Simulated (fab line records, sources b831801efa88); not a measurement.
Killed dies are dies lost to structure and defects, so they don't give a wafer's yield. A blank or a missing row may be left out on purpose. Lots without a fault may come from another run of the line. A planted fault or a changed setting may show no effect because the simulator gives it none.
fab line records | flow sky130
record lots=6 wafers=18 last_day=50
route steps=708 shown VIA1@470 METAL2@483 PAD_OPEN@708
lots that met no fault: from a run of the same line without faults
start_h: hours from the record's first day to the start of the lot's first wafer shown | wait_h: hours since the lot's step before | " the same as in the row above | L1.1+2: a row that stands for several wafers | - no value, or no start given | * or withheld: withheld | < > ~ a bound
route shown NAME@n: a module of which the file shows steps, and the number in the route of the first | usual: mean/standard deviation of fault-free wafers | same: alike in all rows | chamber/n: place in a boat | sites: the reading at each site | _std_site: their standard deviation | _edge_site: outer sites' mean less inner sites' | radius_mm: how far each site lies from the wafer's centre | mask NAME#n: copy n | behind: the tool/chamber that last shaped the wafer | hold: why the lot was held/for how many hours/how that ended | device: the transistor (n, p or np) that didn't switch | end of line: the same wafers' tests at the end of the route | a step without rows: its recipe alone | killed: dies lost to structure and defects at the first sort, not the wafer's yield | map: a wafer's dies, x killed, . not, _ none there
set.NAME: the setting as run; set.NAME@STEP: as run at that earlier step | model.NAME: the simulator's own value behind a step, which no gauge read
lots at some steps of the route; a table a step, a row a wafer
services: from which hour (start_h, from the record's first day; less than 0 if before it) a tool's chamber was out of use, for how many hours, and why
## steps
# step SKY_VIA1_CD_MEAS_12
# recipe target_cd_nm=150
# usual cd_nm=149.6/1.4
# columns lot.wafer tool chamber start_h wait_h cd_nm
L412.1 cd_sem-02 - 782.39 - 148.6
L412.2 " - " " 149.1
L412.4 " - " " 148.2
L415.2 cd_sem-01 - 836.41 - 150.7
L415.3 " - " " 149.2
L415.6 " - " " 150.1
L424.3 cd_sem-01 - 874.41 - 150.1
L424.5 " - " " 149.9
L424.6 " - " " 148.9
L425.1 cd_sem-01 - 886.74 - 152.7
L425.4 " - " " 152.7
L425.6 " - " " 153.2
L426.3 cd_sem-01 - 887.43 - 151.0
L426.5 " - " " 151.8
L426.6 " - " " 151.5
L435.3 cd_sem-02 - 953.21 - 148.0
L435.4 " - " " 147.8
L435.6 " - " " 148.2
# step SKY_VIA1_OVL_MEAS_13
# usual VIA1_OVL=2/5
# columns lot.wafer tool chamber start_h wait_h VIA1_OVL[nm]
L412.1 overlay-01 - 782.51 0.1 8
L412.2 " - " " 0
L412.4 " - " " 0
L415.2 overlay-01 - 836.52 0.1 -9
L415.3 " - " " -12
L415.6 " - " " -7
L424.3 overlay-02 - 874.50 0.1 -4
L424.5 " - " " 9
L424.6 " - " " 3
L425.1 overlay-02 - 886.86 0.1 1
L425.4 " - " " -7
L425.6 " - " " -1
L426.3 overlay-01 - 887.52 0.1 4
L426.5 " - " " -2
L426.6 " - " " 7
L435.3 overlay-01 - 953.30 0.1 0
L435.4 " - " " -1
L435.6 " - " " -1
# step SKY_VIA1_ETCH_14
# recipe chemistry=N2/H2 target=BARC ion_energy_ev=200 source_w=500 bias_w=100 pressure_mtorr=30 n2_flow_sccm=100 h2_flow_sccm=200 stop_on=SiO2 time_s=45.9 target_depth_a=600
# usual drypump_motor_current_A=5.6/0.5 h2_flow_sccm=200.0/0.59 oes_product_au=0.855/0.0048 throttle_valve_pct=13.226/0.0077
# columns lot.wafer tool chamber start_h wait_h drypump_motor_current_A h2_flow_sccm oes_product_au rf_hours_counter_h throttle_valve_pct
L412.1 rie_diel-03 2 782.55 0.0 5.3 199.9 0.849 7 13.237
L412.2 " 1 " " 5.5 201.1 0.854 5 13.225
L412.4 " 0 " " 5.8 200.8 0.844 3 13.214
L415.2 rie_diel-02 0 836.55 0.0 4.9 199.5 0.859 13 13.248
L415.3 " 2 " " 5.2 199.3 0.847 20 13.221
L415.6 " 1 " " 6.0 199.3 0.855 - 13.229
L424.3 rie_diel-04 0 874.53 0.0 5.1 200.4 0.852 17 13.233
L424.5 " 1 " " 6.1 200.0 0.850 - 13.231
L424.6 " 0 " " 5.1 200.6 0.857 - 13.232
L425.1 rie_diel-04 1 886.89 0.0 6.1 200.0 0.855 19 13.222
L425.4 " 2 " " 5.2 199.8 0.851 22 13.227
L425.6 " 3 " " 5.6 199.7 0.848 - 13.219
L426.3 rie_diel-03 1 887.54 0.0 5.5 200.2 0.851 7 13.220
L426.5 " 1 " " 5.5 200.7 0.865 - 13.215
L426.6 " 0 " " 5.8 200.2 0.850 - 13.238
L435.3 rie_diel-04 2 953.33 0.0 5.2 199.7 0.854 24 13.232
L435.4 " 1 " " 6.1 200.4 0.857 21 13.229
L435.6 " 3 " " 5.6 201.5 0.853 - 13.209
# step SKY_VIA1_ETCH_15
# recipe target=SiO2 chemistry=C4F8/O2/Ar target_depth_nm=351 stop_on=TiN mask_material=KrF-thick source_w=1500 bias_w=1200 pressure_mtorr=40 c4f8_flow_sccm=withheld O2_flow_sccm=6 Ar_flow_sccm=300 time_s=54.95
# step SKY_VIA1_STRIP_16
# recipe chemistry=O2/N2 power_w=1400 pressure_mtorr=1500 platen_temp_c=withheld o2_flow_sccm=3000 n2_flow_sccm=300 overash_fraction=0.5
# step SKY_VIA1_STRIP_17
# recipe chemistry=post_etch_residue_remover time_s=1200 temp_c=72.5
# step SKY_VIA1_CLEAN_18
# recipe chemistry=IPA time_s=180 temp_c=25
# step SKY_VIA1_CLEAN_19
# recipe chemistry=O3/DIW dry=n2_spin
# step SKY_VIA1_SPUTTER_20
# recipe material=TiN target_thk_nm=20 chamber_pressure_pa=5 power_w=4000 time_s=80
# step SKY_VIA1_CVD_21
# recipe material=W target_thk_nm=270 time_s=80.902 temp_c=400 pressure_torr=40
# step SKY_VIA1_RS_MEAS_22
# recipe thk_meas_gauge=four-point-probe reads=W_of_VIA1_CVD_21+TiN_of_VIA1_SPUTTER_20
# usual VIA1_W_RS=0.427/0.0054
# columns lot.wafer tool chamber start_h wait_h VIA1_W_RS[ohm/sq]
L412.1 film_metro-04 - 783.39 0.1 0.433
L412.2 " - " " 0.426
L412.4 " - " " 0.425
L415.2 film_metro-04 - 837.40 0.1 0.424
L415.3 " - " " 0.425
L415.6 " - " " 0.428
L424.3 film_metro-02 - 875.40 0.1 0.424
L424.5 " - " " 0.423
L424.6 " - " " 0.436
L425.1 film_metro-04 - 887.73 0.1 0.432
L425.4 " - " " 0.432
L425.6 " - " " 0.430
L426.3 film_metro-02 - 888.42 0.1 0.422
L426.5 " - " " 0.427
L426.6 " - " " 0.424
L435.3 film_metro-03 - 954.61 0.1 0.421
L435.4 " - " " 0.423
L435.6 " - " " 0.431
# step SKY_VIA1_THK_MEAS_23
# recipe thk_meas_gauge=xrf reads=W_of_VIA1_CVD_21
# usual VIA1_W_THK=267/3.6
# columns lot.wafer tool chamber start_h wait_h VIA1_W_THK[nm]
L412.1 film_metro-04 - 783.51 0.1 263
L412.2 " - " " 267
L412.4 " - " " 267
L415.2 film_metro-04 - 837.51 0.1 268
L415.3 " - " " 267
L415.6 " - " " 265
L424.3 film_metro-02 - 875.50 0.1 268
L424.5 " - " " 269
L424.6 " - " " 260
L425.1 film_metro-04 - 887.85 0.1 264
L425.4 " - " " 264
L425.6 " - " " 266
L426.3 film_metro-02 - 888.52 0.1 268
L426.5 " - " " 266
L426.6 " - " " 268
L435.3 film_metro-03 - 954.71 0.1 268
L435.4 " - " " 269
L435.6 " - " " 263
# step SKY_VIA1_CMP_24
# recipe stop_on=SiO2 t_overpolish_s=15 down_force_psi=3.5 platen_rpm=60 target_thk_nm=0 pad_velocity_m_s=0.94248
# usual motor_current_A=10.7/1.4 overpolish_run_s=15.000/0.01 slurry_flow_ml_min=150.0/0.48 time_to_endpoint_s=66/4.5
# columns lot.wafer tool chamber start_h wait_h motor_current_A overpolish_run_s slurry_flow_ml_min time_to_endpoint_s model.SiO2_of_VIA1_HDPCVD_00.thk_nm
L412.2 cmp-02 2 783.64 0.1 12.6 15.013 149.9 69 342.3
L412.4 " 0 " " 9.5 15.011 150.2 67 340.5
L412.1 " 1 " " 12.6 15.007 150.3 73 340.2
L415.2 cmp-01 1 837.66 0.1 10.7 14.969 149.7 61 342.1
L415.3 " 2 " " 12.4 14.989 150.4 66 340.6
L415.6 " 0 " " 9.7 14.991 149.9 62 340.1
L424.3 cmp-02 0 875.59 0.1 9.8 15.003 150.3 65 341.2
L424.5 " 3 " " 9.4 15.007 149.5 65 340.6
L424.6 " 0 " " 9.3 14.998 150.4 62 342
L425.4 cmp-01 2 887.96 0.1 12.5 15.011 149.9 65 340.5
L425.1 " 3 " " 9.8 15.009 150.1 67 341.1
L425.6 " 2 " " 12.6 15.011 149.7 36 340.5
L426.3 cmp-01 3 888.56 0.0 10.0 14.999 150.7 40 338
L426.6 " 3 " " 10.3 14.998 149.4 39 339.4
L426.5 " 0 " " 9.2 15.006 150.3 33 339.9
L435.4 cmp-02 3 954.85 0.1 9.7 15.005 150.1 64 344
L435.3 " 0 " " 9.6 15.000 149.1 66 342.1
L435.6 " 2 " " 12.9 15.008 149.5 67 341.5
# step SKY_METAL2_SPUTTER_00
# recipe material=Ti target_thk_nm=15 power_w=3000 time_s=10 chamber_pressure_pa=0.4
# step SKY_METAL2_SPUTTER_01
# recipe material=TiN target_thk_nm=20 power_w=6500 time_s=16.7 chamber_pressure_pa=0.4
# usual cathode_dc_power_W=6499.8/1.1 throttle_valve_pct=30.1/1.2
# columns lot.wafer tool chamber start_h wait_h cathode_dc_power_W throttle_valve_pct
L412.1 pvd_sputter-03 - 783.96 0.0 6501.1 31.0
L412.2 " - " " 6499.4 29.9
L412.4 " - " " 6498.9 29.9
L415.2 pvd_sputter-01 - 837.89 0.0 6499.5 29.4
L415.3 " - " " 6498.9 30.9
L415.6 " - " " 6500.8 29.1
L424.3 pvd_sputter-03 - 875.86 0.0 6500.7 30.2
L424.5 " - " " 6498.9 30.9
L424.6 " - " " 6500.8 29.2
L425.1 pvd_sputter-03 - 888.23 0.0 6499.1 30.0
L425.4 " - " " 6499.8 30.2
L425.6 " - " " 6501.7 30.8
L426.3 pvd_sputter-01 - 888.88 0.0 6500.0 31.8
L426.5 " - " " 6499.7 30.7
L426.6 " - " " 6498.4 32.0
L435.3 pvd_sputter-02 - 955.07 0.0 6499.9 31.8
L435.4 " - " " 6499.6 28.7
L435.6 " - " " 6500.1 26.1
# step SKY_METAL2_SPUTTER_02
# recipe material=AlCu target_thk_nm=250 power_w=10600 time_s=13.3 chamber_pressure_pa=0.4
# step SKY_METAL2_SPUTTER_03
# recipe material=Ti target_thk_nm=5 power_w=3000 time_s=3.3 chamber_pressure_pa=0.4
# usual cathode_dc_power_W=2999.9/0.54 throttle_valve_pct=30.1/1.2
# columns lot.wafer tool chamber start_h wait_h cathode_dc_power_W throttle_valve_pct
L412.1 pvd_sputter-03 - 784.01 0.0 3000.3 30.7
L412.2 " - " " 3000.1 30.2
L412.4 " - " " 2999.6 29.9
L415.2 pvd_sputter-01 - 837.94 0.0 2998.4 29.5
L415.3 " - " " 2999.4 30.9
L415.6 " - " " 3000.6 28.9
L424.3 pvd_sputter-03 - 875.91 0.0 2999.0 29.5
L424.5 " - " " 2999.1 30.7
L424.6 " - " " 3000.1 29.1
L425.1 pvd_sputter-03 - 888.28 0.0 2999.3 29.8
L425.4 " - " " 3000.8 30.2
L425.6 " - " " 2999.5 30.9
L426.3 pvd_sputter-01 - 888.93 0.0 2999.5 31.9
L426.5 " - " " 3000.3 30.5
L426.6 " - " " 2999.2 32.0
L435.3 pvd_sputter-02 - 955.12 0.0 2999.8 31.6
L435.4 " - " " 2999.5 28.7
L435.6 " - " " 2998.6 25.9
# step SKY_METAL2_SPUTTER_04
# recipe material=TiN target_thk_nm=70 power_w=6500 time_s=58.3 chamber_pressure_pa=0.4
# usual cathode_dc_power_W=6499.9/1.2 throttle_valve_pct=30.1/1.2
# columns lot.wafer tool chamber start_h wait_h cathode_dc_power_W throttle_valve_pct
L412.1 pvd_sputter-03 - 784.03 0.0 6498.6 30.6
L412.2 " - " " 6499.7 30.2
L412.4 " - " " 6499.8 29.9
L415.2 pvd_sputter-01 - 837.96 0.0 6501.2 28.9
L415.3 " - " " 6500.6 30.8
L415.6 " - " " 6501.9 29.0
L424.3 pvd_sputter-03 - 875.93 0.0 6500.0 30.1
L424.5 " - " " 6502.6 30.9
L424.6 " - " " 6499.2 29.2
L425.1 pvd_sputter-03 - 888.30 0.0 6500.0 29.9
L425.4 " - " " 6501.4 30.3
L425.6 " - " " 6497.7 30.8
L426.3 pvd_sputter-01 - 888.95 0.0 6500.2 32.0
L426.5 " - " " 6498.5 30.9
L426.6 " - " " 6500.1 31.7
L435.3 pvd_sputter-02 - 955.14 0.0 6499.7 31.9
L435.4 " - " " 6499.9 28.7
L435.6 " - " " 6501.0 25.8
# step SKY_METAL2_RS_MEAS_05
# recipe thk_meas_gauge=four-point-probe reads=TiN_of_METAL2_SPUTTER_04+Ti_of_METAL2_SPUTTER_03+AlCu_of_METAL2_SPUTTER_02+TiN_of_METAL2_SPUTTER_01+Ti_of_METAL2_SPUTTER_00
# usual METAL2_ALCU_RS=0.1273/0.0012
# columns lot.wafer tool chamber start_h wait_h METAL2_ALCU_RS[ohm/sq]
L412.1 film_metro-01 - 784.08 0.0 0.1247
L412.2 " - " " 0.1264
L412.4 " - " " 0.1262
L415.2 film_metro-01 - 838.02 0.0 0.1255
L415.3 " - " " 0.1256
L415.6 " - " " 0.1253
L424.3 film_metro-01 - 876.02 0.1 0.1276
L424.5 " - " " 0.1268
L424.6 " - " " 0.1263
L425.1 film_metro-01 - 888.35 0.0 0.1287
L425.4 " - " " 0.1273
L425.6 " - " " 0.1276
L426.3 film_metro-01 - 889.04 0.1 0.1279
L426.5 " - " " 0.1273
L426.6 " - " " 0.1272
L435.3 film_metro-03 - 955.23 0.1 0.1277
L435.4 " - " " 0.1245
L435.6 " - " " 0.1263
# step SKY_METAL2_THK_MEAS_06
# recipe thk_meas_gauge=xrf reads=AlCu_of_METAL2_SPUTTER_02
# usual METAL2_ALCU_THK=251.7/2.6
# columns lot.wafer tool chamber start_h wait_h METAL2_ALCU_THK[nm]
L412.1 film_metro-01 - 784.20 0.1 255.0
L412.2 " - " " 255.2
L412.4 " - " " 254.6
L415.2 film_metro-01 - 838.13 0.1 256.6
L415.3 " - " " 258.5
L415.6 " - " " 255.5
L424.3 film_metro-01 - 876.12 0.1 253.1
L424.5 " - " " 253.5
L424.6 " - " " 253.6
L425.1 film_metro-01 - 888.47 0.1 251.2
L425.4 " - " " 251.9
L425.6 " - " " 250.4
L426.3 film_metro-01 - 889.14 0.1 251.6
L426.5 " - " " 252.3
L426.6 " - " " 249.9
L435.3 film_metro-03 - 955.33 0.1 248.5
L435.4 " - " " 256.0
L435.6 " - " " 253.8
# step SKY_METAL2_DEHYDRATE_07
# recipe temp_c=200 time_s=60
# step SKY_METAL2_HMDS_08
# recipe prime_time_s=60 prime_temp_c=120
# step SKY_METAL2_COAT_09
# recipe resist=BARC temp_c=withheld time_s=withheld spin_rpm=3000 resist_thk_nm=60
# step SKY_METAL2_COAT_10
# recipe resist=KrF-thick spin_rpm=3000 resist_thk_nm=450
# step SKY_METAL2_SOFTBAKE_11
# recipe temp_c=98.82 time_s=90 resist=KrF-thick
# step SKY_METAL2_EXPOSE_12
# recipe mask_id=MM2 na=0.8 source_shape=annular sigma_inner=0.55 sigma_outer=0.85 target_cd_nm=140 dose_mj=28
# step SKY_METAL2_PEB_13
# recipe peb_temp_c=withheld peb_time_s=withheld resist=KrF-thick
# step SKY_METAL2_DEVELOP_14
# recipe develop_time_s=60 resist=KrF-thick dev_temp_c=21
# step SKY_METAL2_CD_MEAS_15
# recipe target_cd_nm=140
# usual cd_nm=140.0/1.5
# columns lot.wafer tool chamber start_h wait_h cd_nm
L412.1 cd_sem-02 - 811.09 - 138.8
L412.2 " - " " 139.1
L412.4 " - " " 140.2
L415.2 cd_sem-01 - 863.79 - 140.7
L415.3 " - " " 142.8
L415.6 " - " " 141.8
L424.3 cd_sem-02 - 902.48 - 139.6
L424.5 " - " " 137.4
L424.6 " - " " 138.9
L425.1 cd_sem-01 - 913.95 - 141.2
L425.4 " - " " 141.3
L425.6 " - " " 141.7
L426.3 cd_sem-01 - 914.53 - 140.0
L426.5 " - " " 140.4
L426.6 " - " " 140.5
L435.3 cd_sem-02 - 979.89 - 143.4
L435.4 " - " " 141.8
L435.6 " - " " 142.1
# step SKY_METAL2_OVL_MEAS_16
# usual METAL2_OVL=2/5.4
# columns lot.wafer tool chamber start_h wait_h METAL2_OVL[nm]
L412.1 overlay-02 - 811.21 0.1 1
L412.2 " - " " 0
L412.4 " - " " 4
L415.2 overlay-01 - 863.90 0.1 10
L415.3 " - " " 9
L415.6 " - " " 9
L424.3 overlay-01 - 902.57 0.1 6
L424.5 " - " " 8
L424.6 " - " " 8
L425.1 overlay-02 - 914.07 0.1 6
L425.4 " - " " -3
L425.6 " - " " 9
L426.3 overlay-02 - 914.62 0.1 6
L426.5 " - " " -2
L426.6 " - " " 1
L435.3 overlay-02 - 979.98 0.1 -2
L435.4 " - " " -4
L435.6 " - " " -4
# step SKY_METAL2_DESCUM_17
# recipe chemistry=O2 source_power_w=150 bias_power_w=0 pressure_mtorr=10 temp_c=40 time_s=8
# usual drypump_motor_current_A=5.47/0.19 oes_product_au=0.996/0.013
# columns lot.wafer tool chamber start_h wait_h drypump_motor_current_A oes_product_au rf_hours_counter_h
L412.1 rie_metal-02 1 811.24 0.0 5.46 0.986 7
L412.2 " 0 " " 5.61 0.989 6
L412.4 " 1 " " 5.49 0.984 -
L415.2 rie_metal-02 1 863.93 0.0 5.46 0.982 9
L415.3 " 1 " " 5.51 0.993 -
L415.6 " 0 " " 5.64 0.980 -
L424.3 rie_metal-03 0 902.60 0.0 5.46 1.003 -
L424.5 " 1 " " 5.36 1.003 -
L424.6 " 0 " " 5.47 1.011 -
L425.1 rie_metal-03 0 914.10 0.0 5.50 1.011 7
L425.4 " 0 " " 5.50 1.008 -
L425.6 " 0 " " 5.50 0.997 -
L426.3 rie_metal-01 0 914.65 0.0 4.99 0.981 -
L426.5 " 0 " " 5.00 0.975 -
L426.6 " 1 " " 5.82 1.021 -
L435.3 rie_metal-02 1 980.01 0.0 5.47 1.003 -
L435.4 " 0 " " 5.61 1.002 -
L435.6 " 0 " " 5.65 1.002 -
# step SKY_METAL2_ETCH_18
# recipe chemistry=N2/H2 target=BARC ion_energy_ev=200 bias_w=100 pressure_mtorr=30 n2_flow_sccm=100 h2_flow_sccm=200 icp_w=500 stop_on=SiO2 time_s=45.9 target_depth_a=600
# step SKY_METAL2_METAL_ETCH_19
# recipe target_depth_a=3600 stop_on=SiO2 over_etch_frac=0.3 time_s=78 chemistry=Cl2/BCl3 resist_sidewall_deg=88 pressure_mtorr=10 icp_w=900 bias_w=48.5 Cl2_flow_sccm=60 bcl3_flow_sccm=30
# usual drypump_motor_current_A=5.47/0.19 oes_product_au=0.854/0.0051 throttle_valve_pct=22.264/0.0092
# same over_etch_frac=0.3
# columns lot.wafer tool chamber start_h wait_h drypump_motor_current_A oes_product_au rf_hours_counter_h throttle_valve_pct model.SiO2_of_VIA1_HDPCVD_00.thk_nm
L412.1 rie_metal-02 1 811.34 0.0 5.48 0.853 7 22.255 329.4
L412.2 " 0 " " 5.65 0.846 6 22.275 331.5
L412.4 " 1 " " 5.46 0.860 - 22.251 329.8
L415.2 rie_metal-02 1 864.02 0.0 5.43 0.855 9 22.281 331.4
L415.3 " 1 " " 5.40 0.850 - 22.265 329.9
L415.6 " 0 " " 5.66 0.864 - 22.273 329.6
L424.3 rie_metal-03 0 902.72 0.1 5.46 0.860 - 22.264 330.5
L424.5 " 1 " " 5.33 0.852 - 22.262 329.9
L424.6 " 0 " " 5.44 0.852 - 22.253 331.1
L425.1 rie_metal-03 0 914.20 0.0 5.45 0.853 7 22.273 330.2
L425.4 " 0 " " 5.49 0.860 - 22.257 329.6
L425.6 " 0 " " 5.48 0.854 - 22.273 329.6
L426.3 rie_metal-01 0 914.77 0.1 5.01 0.858 - 22.252 327.4
L426.5 " 0 " " 5.00 0.847 - 22.272 329.3
L426.6 " 1 " " 5.82 0.863 - 22.258 328.1
L435.3 rie_metal-02 1 980.13 0.1 5.44 0.853 - 22.266 331.2
L435.4 " 0 " " 5.60 0.855 - 22.266 333.2
L435.6 " 0 " " 5.63 0.859 - 22.254 330.7
# step SKY_METAL2_STRIP_20
# recipe chemistry=O2/N2 power_w=1400 pressure_mtorr=1500 platen_temp_c=withheld o2_flow_sccm=3000 n2_flow_sccm=300 overash_fraction=0.5
# step SKY_PAD_OPEN_PROBE_99
# usual defect_limited_yield=82.7/2 killed_at_M0_to_M3=43/7.4 killed_at_M4_up=3.5/2.1 killed_at_contacts=24/5.4 killed_at_front_end=15/4.7 killed_at_other=0.2/0.44 killed_dies=85/10 killed_open=47/7.1 killed_short=38/7 sort_bin_3_pad_short=0.9/0.41 sort_bin_5_function=10.4/1.6 sort_bin_6_memory=6.1/1.1 sort_n_pass=407/10 sort_yield_pct=82.7/2
# same gross_dies=492 killed_at_back_side=0 sort_bin_4_leakage[%]=0 sort_bin_8_speed[%]=0
# columns lot.wafer tool chamber start_h wait_h defect_limited_yield[%] killed_at_M0_to_M3 killed_at_M4_up killed_at_contacts killed_at_front_end killed_at_other killed_dies killed_open killed_short sort_bin_3_pad_short[%] sort_bin_5_function[%] sort_bin_6_memory[%] sort_n_pass sort_yield_pct[%]
L412.1 prober-02 - 1067.22 0.1 83.3 40 5 19 18 0 82 48 34 0.2 9.6 6.9 410 83.3
L412.2 prober-02 - 1067.27 0.1 84.8 34 0 27 14 0 75 42 33 0.2 8.7 6.3 417 84.8
L412.4 prober-02 - 1067.37 0.2 85.0 38 4 17 15 0 74 39 35 1.2 8.5 5.3 418 85.0
L415.2 prober-01 - 1111.21 0.1 85.2 37 3 21 12 0 73 38 35 0.4 9.6 4.9 419 85.2
L415.3 prober-01 - 1111.26 0.2 83.3 48 1 23 10 0 82 53 29 1.2 9.8 5.7 410 83.3
L415.6 prober-01 - 1111.41 0.2 81.9 48 2 29 10 0 89 50 39 0.8 11.2 6.1 403 81.9
L424.3 prober-02 - 1141.81 0.2 79.7 46 7 34 12 1 100 48 52 0.6 11.8 7.9 392 79.7
L424.5 prober-02 - 1141.91 0.2 81.7 42 4 27 17 0 90 54 36 0.8 10.8 6.7 402 81.7
L424.6 prober-02 - 1141.96 0.2 80.9 49 4 24 17 0 94 52 42 0.8 11.0 7.3 398 80.9
L426.3 prober-02 - 1150.29 0.2 82.3 39 2 21 25 0 87 48 39 1.0 10.6 6.1 405 82.3
L426.5 prober-02 - 1150.39 0.2 84.3 38 4 26 9 0 77 43 34 0.8 9.8 5.1 415 84.3
L426.6 prober-02 - 1150.44 0.2 83.7 35 6 25 14 0 80 47 33 0.6 10.8 4.9 412 83.7
L435.3 prober-01 - 1194.87 0.2 78.5 45 0 42 19 0 106 61 45 0.4 12.6 8.5 386 78.5
L435.4 prober-01 - 1194.92 0.2 81.9 40 3 27 19 0 89 57 32 0.8 10.6 6.7 403 81.9
L435.6 prober-01 - 1195.02 0.2 82.7 43 4 24 14 0 85 42 43 0.6 10.8 5.9 407 82.7
# killed by level:class
L412.1 VIA1:geometric_particle:open=12 CONTACT:geometric_particle:open=9 FIELD_ISO:geometric_particle:open=5 FIELD_ISO:geometric_particle:short=5 LI_CONTACT:geometric_particle:open=5 METAL2:geometric_particle:short=5 VIA2:geometric_particle:open=5 POLY_GATE:geometric_particle:short=4
L412.2 CONTACT:geometric_particle:open=14 VIA2:geometric_particle:open=7 FIELD_ISO:geometric_particle:short=6 FIELD_ISO:geometric_particle:open=5 LOCAL_INTERCONNECT:geometric_particle:short=5 VIA1:geometric_particle:open=5 LI_CONTACT:geometric_particle:open=4 METAL1:geometric_particle:short=4
L412.4 CONTACT:geometric_particle:open=9 VIA1:geometric_particle:open=7 VIA3:geometric_particle:open=6 FIELD_ISO:geometric_particle:short=5 LI_CONTACT:geometric_particle:open=5 POLY_GATE:geometric_particle:short=4 VIA1:geometric_particle:short=4 METAL1:geometric_particle:short=4
L415.2 VIA1:geometric_particle:open=9 METAL1:geometric_particle:short=8 VIA2:geometric_particle:open=8 CONTACT:geometric_particle:open=7 POLY_GATE:geometric_particle:short=4 LOCAL_INTERCONNECT:geometric_particle:open=4 VIA2:geometric_particle:short=4 METAL2:geometric_particle:short=3
L415.3 VIA1:geometric_particle:open=14 CONTACT:geometric_particle:open=10 METAL2:geometric_particle:short=7 LI_CONTACT:geometric_particle:open=6 VIA3:geometric_particle:open=5 POLY_GATE:geometric_particle:open=4 VIA2:geometric_particle:open=4 METAL1:geometric_particle:short=4
L415.6 CONTACT:geometric_particle:open=13 VIA1:geometric_particle:open=10 CONTACT:geometric_particle:short=7 METAL2:geometric_particle:short=6 FIELD_ISO:geometric_particle:open=5 LI_CONTACT:geometric_particle:open=5 METAL1:geometric_particle:short=5 METAL3:geometric_particle:short=4
L424.3 VIA1:geometric_particle:open=12 CONTACT:geometric_particle:open=9 LI_CONTACT:geometric_particle:short=7 CONTACT:geometric_particle:short=7 FIELD_ISO:geometric_particle:open=6 LI_CONTACT:geometric_particle:open=6 METAL4:geometric_particle:short=6 METAL1:geometric_particle:short=6
L424.5 CONTACT:geometric_particle:open=13 VIA1:geometric_particle:open=12 VIA2:geometric_particle:open=7 CONTACT:geometric_particle:short=6 METAL1:geometric_particle:short=6 VIA3:geometric_particle:open=6 LI_CONTACT:geometric_particle:open=5 POLY_GATE:geometric_particle:open=4
L424.6 VIA1:geometric_particle:open=12 VIA2:geometric_particle:open=11 LI_CONTACT:geometric_particle:open=8 CONTACT:geometric_particle:open=7 VIA1:geometric_particle:short=6 METAL2:geometric_particle:short=6 CONTACT:geometric_particle:short=4 METAL1:geometric_particle:short=4
L426.3 VIA1:geometric_particle:open=9 LI_CONTACT:geometric_particle:open=9 FIELD_ISO:geometric_particle:open=7 METAL2:geometric_particle:short=7 FIELD_ISO:geometric_particle:short=6 CONTACT:geometric_particle:open=6 METAL1:geometric_particle:short=6 VIA3:geometric_particle:open=6
L426.5 CONTACT:geometric_particle:open=12 VIA1:geometric_particle:open=10 VIA3:geometric_particle:open=7 METAL2:geometric_particle:short=5 LOCAL_INTERCONNECT:geometric_particle:short=4 CONTACT:geometric_particle:short=4 VIA1:geometric_particle:short=4 VIA2:geometric_particle:open=4
L426.6 VIA1:geometric_particle:open=13 CONTACT:geometric_particle:open=12 LI_CONTACT:geometric_particle:open=7 VIA2:geometric_particle:open=6 FIELD_ISO:geometric_particle:open=5 FIELD_ISO:geometric_particle:short=5 METAL1:geometric_particle:short=4 VIA1:geometric_particle:short=4
L435.3 VIA1:geometric_particle:open=12 CONTACT:geometric_particle:open=11 LOCAL_INTERCONNECT:geometric_particle:short=10 VIA2:geometric_particle:open=10 LI_CONTACT:geometric_particle:open=8 LI_CONTACT:geometric_particle:short=8 FIELD_ISO:geometric_particle:short=7 POLY_GATE:geometric_particle:short=6
L435.4 VIA1:geometric_particle:open=13 CONTACT:geometric_particle:open=10 LI_CONTACT:geometric_particle:open=9 VIA3:geometric_particle:open=7 VIA2:geometric_particle:open=6 FIELD_ISO:geometric_particle:short=5 METAL2:geometric_particle:short=5 POLY_GATE:geometric_particle:open=4
L435.6 VIA1:geometric_particle:open=10 CONTACT:geometric_particle:open=8 VIA3:geometric_particle:open=7 LI_CONTACT:geometric_particle:open=6 METAL2:geometric_particle:short=6 CONTACT:geometric_particle:short=5 VIA3:geometric_particle:short=5 FIELD_ISO:geometric_particle:short=4
## services
# columns tool chamber start_h hours kind
rie_diel-04 2 793.74 5.6 repair
cmp-02 - 801.82 0.2 repair
pvd_sputter-02 - 803.75 4.4 repair
rie_metal-03 1 816.89 4.6 repair
rie_diel-04 0 840.16 13.7 repair
pvd_sputter-01 - 842.46 0.5 repair
rie_diel-04 3 843.02 24.5 repair
pvd_sputter-03 - 850.45 5.4 repair
pvd_sputter-03 - 850.84 1.9 repair
cmp-01 - 866.36 1.7 repair
pvd_sputter-01 - 866.82 1.1 repair
rie_diel-04 - 867.33 2.8 pm
pvd_sputter-03 - 889.20 6.1 repair
cmp-01 - 897.54 3.4 pm
rie_diel-04 0 905.17 6.4 repair
rie_metal-02 1 911.44 6.3 repair
cmp-01 - 912.53 4.0 pm
cmp-01 - 924.53 1.1 repair
cmp-02 - 933.82 3.4 repair
cmp-02 - 944.53 0.9 repair
pvd_sputter-03 - 950.59 4.6 repair
cmp-01 - 965.80 1.2 repair
cmp-02 - 967.62 1.6 repair
cmp-02 - 968.76 1.0 repair
## key
first_sign step=SKY_VIA1_CMP_24 reading=time_to_endpoint_s direction=down sigmas=6.4 usual=* struck=*
effect none on later readings
model_effect step=SKY_VIA1_CMP_24 value=SiO2_of_VIA1_HDPCVD_00.thk_nm without=342 struck=339.4
model_effect step=SKY_METAL2_METAL_ETCH_19 value=SiO2_of_VIA1_HDPCVD_00.thk_nm without=331.1 struck=328.6
met_at SKY_VIA1_CMP_24
struck_wafers L425.6,L426.3,L426.5,L426.6
onset_between 837.66 887.96
fault kind=process_parameter_drift tool=cmp-01 chamber=- onset_h=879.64 steps=SKY_VIA1_CMP_24 channel=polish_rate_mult offset=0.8 shape=step end_h=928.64 scope=struck_wafers_only
